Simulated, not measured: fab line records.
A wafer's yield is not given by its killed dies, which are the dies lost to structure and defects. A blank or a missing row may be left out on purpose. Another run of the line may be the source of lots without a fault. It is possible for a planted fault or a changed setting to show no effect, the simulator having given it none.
The same fault as seen by 2 desks | flow sky130 | each desk holds nothing but its own numbers, with what lay behind them at the end

FOR THE TOOL OWNER'S DESK: cvd w-02
The tool's own readings at SKY_VIA4_CVD_18 (deposits W, target thk 505 nm, time 152.14 s): means of the sampled wafers that have a number, for each lot that ran on this tool. If a lot's mean is further than 4 standard deviations from the usual mean, the lot is out of limits and carries the mark OUT (the distance appears in the brackets).
Columns: A = heater power w at SKY_VIA4_CVD_18, usual 774 W
lot  | first seen here | A
L202 | day 42 21:40    | 807
L206 | day 44 05:05    | 746
L213 | day 46 04:29    | 751
L215 | day 46 17:52    | 767
Result from this desk: across the 4 lots, nothing is out of limits.

AT THE METROLOGY DESK
Means of the sampled wafers that have a number, per lot and without regard to the tool the lot ran on: this is what the gauges read. If a lot's mean is further than 4 standard deviations from the usual mean, the lot is out of limits and carries the mark OUT (the distance appears in the brackets).
Columns: A = VIA4_OVL at SKY_VIA4_OVL_MEAS_11, usual 0.7 nm; B = VIA4_W_RS at SKY_VIA4_RS_MEAS_19, usual 0.2274 ohm/sq; C = VIA4_W_THK at SKY_VIA4_THK_MEAS_20, usual 514 nm
lot  | first seen here | A    | B                 | C
L202 | day 42 20:49    | 0.8  | 0.2260            | 513
L204 | day 43 19:49    | 1.7  | 0.2280            | 506
L206 | day 44 03:55    | -1.6 | 0.2274            | 510
L209 | day 44 23:46    | -0.9 | 0.2265            | 513
L213 | day 46 03:43    | 1.8  | 0.1958 (-11) OUT  | 608 (+11) OUT
L215 | day 46 17:04    | 0.9  | 0.2120 (-5.3) OUT | 572 (+6.8) OUT
L217 | day 47 15:01    | 0.4  | 0.2250            | 516
L219 | day 47 16:19    | 0.9  | 0.2264            | 523
L222 | day 47 23:19    | -0.2 | 0.2288            | 511
L224 | day 48 11:25    | -0.5 | 0.2262            | 515
This desk's result: L213, L215 out of limits, first on L213 (VIA4_W_RS at SKY_VIA4_RS_MEAS_19), day 46 04:38. L202, L204, L206, L209, L217, L219, L222, L224 stayed within limits.

TAKEN TOGETHER
L213, L215 would have let the metrology desk raise an alarm at day 46 04:38.
The tool owner's desk saw nothing out of limits.
The tool owner's desk has L213, L215 on record, within its limits.
Of the lots named, all ran SKY_VIA4_CVD_18 on cvd w-02.

WHAT HAD BEEN PUT IN BY THE SIMULATOR
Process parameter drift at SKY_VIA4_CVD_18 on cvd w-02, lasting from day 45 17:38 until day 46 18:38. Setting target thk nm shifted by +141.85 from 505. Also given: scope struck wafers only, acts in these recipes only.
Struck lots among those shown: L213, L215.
Hours from the fault's start to each desk's first reading out of limits: the metrology desk, 11.
